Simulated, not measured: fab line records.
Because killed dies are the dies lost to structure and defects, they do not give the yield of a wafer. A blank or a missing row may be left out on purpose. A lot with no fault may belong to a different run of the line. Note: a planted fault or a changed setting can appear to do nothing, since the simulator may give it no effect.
Which tool is to blame? :: flow sky130 :: 36 wafers from 12 lots sampled at 4 of the route's 708 steps

WHAT THE GAUGES READ, wafer by wafer
SKY_VIA1_THK_MEAS_23: measures by xrf.
lot: L075
measured: day 34 06:31
on: film-metro-01
VIA1_W_THK (nm): 257 253 257

lot: L077
measured: day 35 04:12
on: film-metro-04
VIA1_W_THK (nm): 256 252 255

lot: L079
measured: day 35 19:56
on: film-metro-03
VIA1_W_THK (nm): 260 257 264

lot: L081
measured: day 36 10:55
on: film-metro-01
VIA1_W_THK (nm): 257 253 258

lot: L083
measured: day 37 08:36
on: film-metro-04
VIA1_W_THK (nm): 262 256 263

lot: L085
measured: day 37 17:36
on: film-metro-03
VIA1_W_THK (nm): 257 261 259

lot: L087
measured: day 38 14:38
on: film-metro-03
VIA1_W_THK (nm): 263 268 272

lot: L088
measured: day 39 03:13
on: film-metro-03
VIA1_W_THK (nm): 261 259 258

lot: L091
measured: day 39 07:39
on: film-metro-04
VIA1_W_THK (nm): 260 262 261

lot: L093
measured: day 40 02:14
on: film-metro-04
VIA1_W_THK (nm): 257 258 256

lot: L095
measured: day 40 17:01
on: film-metro-03
VIA1_W_THK (nm): 259 266 265

lot: L097
measured: day 41 00:08
on: film-metro-01
VIA1_W_THK (nm): 251 254 256

EACH LOT AND THE TOOL THAT RAN IT (in order: tool; ch and the chambers of the sampled wafers; start)
lot: L075
SKY_VT_ADJUST_NCORE_STRIP_10: plasma-asher-03 ch 0,1, day 8 19:44
SKY_METAL1_METAL_ETCH_19: rie-metal-04 ch 0,1, day 33 01:28
SKY_VIA1_ETCH_14: rie-diel-02 ch 0,2, day 34 05:34

lot: L077
SKY_VT_ADJUST_NCORE_STRIP_10: plasma-asher-01 ch 0,1, day 9 13:11
SKY_METAL1_METAL_ETCH_19: rie-metal-03 ch 0,1, day 33 23:17
SKY_VIA1_ETCH_14: rie-diel-02 ch 0,2,3, day 35 03:12

lot: L079
SKY_VT_ADJUST_NCORE_STRIP_10: plasma-asher-01 ch 0,1, day 10 01:43
SKY_METAL1_METAL_ETCH_19: rie-metal-04 ch 1, day 34 14:54
SKY_VIA1_ETCH_14: rie-diel-03 ch 1,2, day 35 18:56

lot: L081
SKY_VT_ADJUST_NCORE_STRIP_10: plasma-asher-03 ch 0,1, day 10 14:45
SKY_METAL1_METAL_ETCH_19: rie-metal-03 ch 1, day 35 06:16
SKY_VIA1_ETCH_14: rie-diel-01 ch 0,1, day 36 09:56

lot: L083
SKY_VT_ADJUST_NCORE_STRIP_10: plasma-asher-04 ch 0,1, day 11 05:09
SKY_METAL1_METAL_ETCH_19: rie-metal-04 ch 0,1, day 36 04:13
SKY_VIA1_ETCH_14: rie-diel-01 ch 0,2,3, day 37 07:36

lot: L085
SKY_VT_ADJUST_NCORE_STRIP_10: plasma-asher-03 ch 0,1, day 11 19:34
SKY_METAL1_METAL_ETCH_19: rie-metal-03 ch 0,1, day 36 13:27
SKY_VIA1_ETCH_14: rie-diel-03 ch 1,2,3, day 37 16:37

lot: L087
SKY_VT_ADJUST_NCORE_STRIP_10: plasma-asher-01 ch 0,1, day 12 16:37
SKY_METAL1_METAL_ETCH_19: rie-metal-04 ch 0,1, day 37 10:47
SKY_VIA1_ETCH_14: rie-diel-03 ch 1,2, day 38 13:40

lot: L088
SKY_VT_ADJUST_NCORE_STRIP_10: plasma-asher-04 ch 1, day 13 00:20
SKY_METAL1_METAL_ETCH_19: rie-metal-02 ch 0,1, day 37 22:48
SKY_VIA1_ETCH_14: rie-diel-02 ch 1,2, day 39 02:12

lot: L091
SKY_VT_ADJUST_NCORE_STRIP_10: plasma-asher-01 ch 0,1, day 13 11:23
SKY_METAL1_METAL_ETCH_19: rie-metal-04 ch 0,1, day 38 04:14
SKY_VIA1_ETCH_14: rie-diel-02 ch 1,2, day 39 06:39

lot: L093
SKY_VT_ADJUST_NCORE_STRIP_10: plasma-asher-01 ch 0,1, day 14 05:53
SKY_METAL1_METAL_ETCH_19: rie-metal-02 ch 0,1, day 38 21:36
SKY_VIA1_ETCH_14: rie-diel-03 ch 0,2,3, day 40 01:17

lot: L095
SKY_VT_ADJUST_NCORE_STRIP_10: plasma-asher-03 ch 0,1, day 14 17:09
SKY_METAL1_METAL_ETCH_19: rie-metal-02 ch 0,1, day 39 13:30
SKY_VIA1_ETCH_14: rie-diel-03 ch 0,1,3, day 40 16:03

lot: L097
SKY_VT_ADJUST_NCORE_STRIP_10: plasma-asher-03 ch 0, day 15 07:24
SKY_METAL1_METAL_ETCH_19: rie-metal-02 ch 0,1, day 39 21:24
SKY_VIA1_ETCH_14: rie-diel-01 ch 0,1,2, day 40 23:11
- SKY_VT_ADJUST_NCORE_STRIP_10: strips in O2/N2.
- SKY_METAL1_METAL_ETCH_19: etches the open film in Cl2/BCl3, stops on SiO2, target depth 360 nm, time 81.04 s.
- SKY_VIA1_ETCH_14: etches BARC in N2/H2, stops on SiO2, time 45.9 s, target depth 60 nm.

THE ANSWER, worked out from the rows above alone
Rule: what is usual is taken from the lots themselves. The widest of any qualifying gaps counts: lots, ordered by their means at a reading, are off when they make up no more than a third of the lots, leave a main group of 4 or more, and stand apart from it by 3 or more times the standard deviation of that group's means. Not used: any main group whose means are identical at the precision the tables above print for the reading. Also off: a lot with no number at a reading for which 4 or more lots have one. The other lots that the step has rows for count as sound.
None of the lots is off at any reading shown; this tells nothing.

WHAT WAS PUT IN BY THE SIMULATOR
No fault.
